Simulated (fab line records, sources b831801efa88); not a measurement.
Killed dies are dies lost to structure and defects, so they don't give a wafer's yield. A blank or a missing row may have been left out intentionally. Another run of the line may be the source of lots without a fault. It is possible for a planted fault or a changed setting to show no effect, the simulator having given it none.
The tool behind it: which one? | flow gf180mcu | 6 lots with 18 wafers sampled at 2 steps, on a route of 602 steps

WHAT EACH GAUGE READ, for each wafer
GF_M4_THK_MEAS_06: measures by xrf.
lot  | measured     | on            | M4_ALCU_THK (nm)
L385 | day 24 08:21 | film metro-01 | 451 451 450
L390 | day 25 15:52 | film metro-02 | 454 453 453
L394 | day 26 13:09 | film metro-02 | 458 461 456
L399 | day 29 00:16 | film metro-01 | 443 444 448
L402 | day 29 04:59 | film metro-03 | 451 449 449
L405 | day 30 01:11 | film metro-03 | 448 445 444

WHICH TOOL RAN EACH LOT (tool, then ch and the chambers of the sampled wafers, then the start)
lot  | GF_M4_SPUTTER_02
L385 | pvd sputter-02, day 24 08:08
L390 | pvd sputter-02, day 25 15:38
L394 | pvd sputter-03, day 26 12:56
L399 | pvd sputter-04, day 29 00:03
L402 | pvd sputter-03, day 29 04:44
L405 | pvd sputter-03, day 30 00:58
- GF_M4_SPUTTER_02: material AlCu, target thk 450 nm, time 23.9 s.

THE ANSWER, worked out from the rows above alone
Rule: the usual values come from the lots themselves. Put in order of their means at a reading, lots are off if they are a third of the lots or fewer, leave a main group of 4 or more, and stand apart from it by a gap of 3 or more times the standard deviation of the main group's means; of several such gaps the widest counts. A main group whose means are all the same, to the digits that the tables above print for the reading, isn't used. Also off: a lot with no number at a reading for which 4 or more lots have one. Any other lot the step has rows for is counted as sound.
Across all readings shown, no lot is off: no conclusion can be drawn from this.

WHAT THE SIMULATOR HAD PUT IN
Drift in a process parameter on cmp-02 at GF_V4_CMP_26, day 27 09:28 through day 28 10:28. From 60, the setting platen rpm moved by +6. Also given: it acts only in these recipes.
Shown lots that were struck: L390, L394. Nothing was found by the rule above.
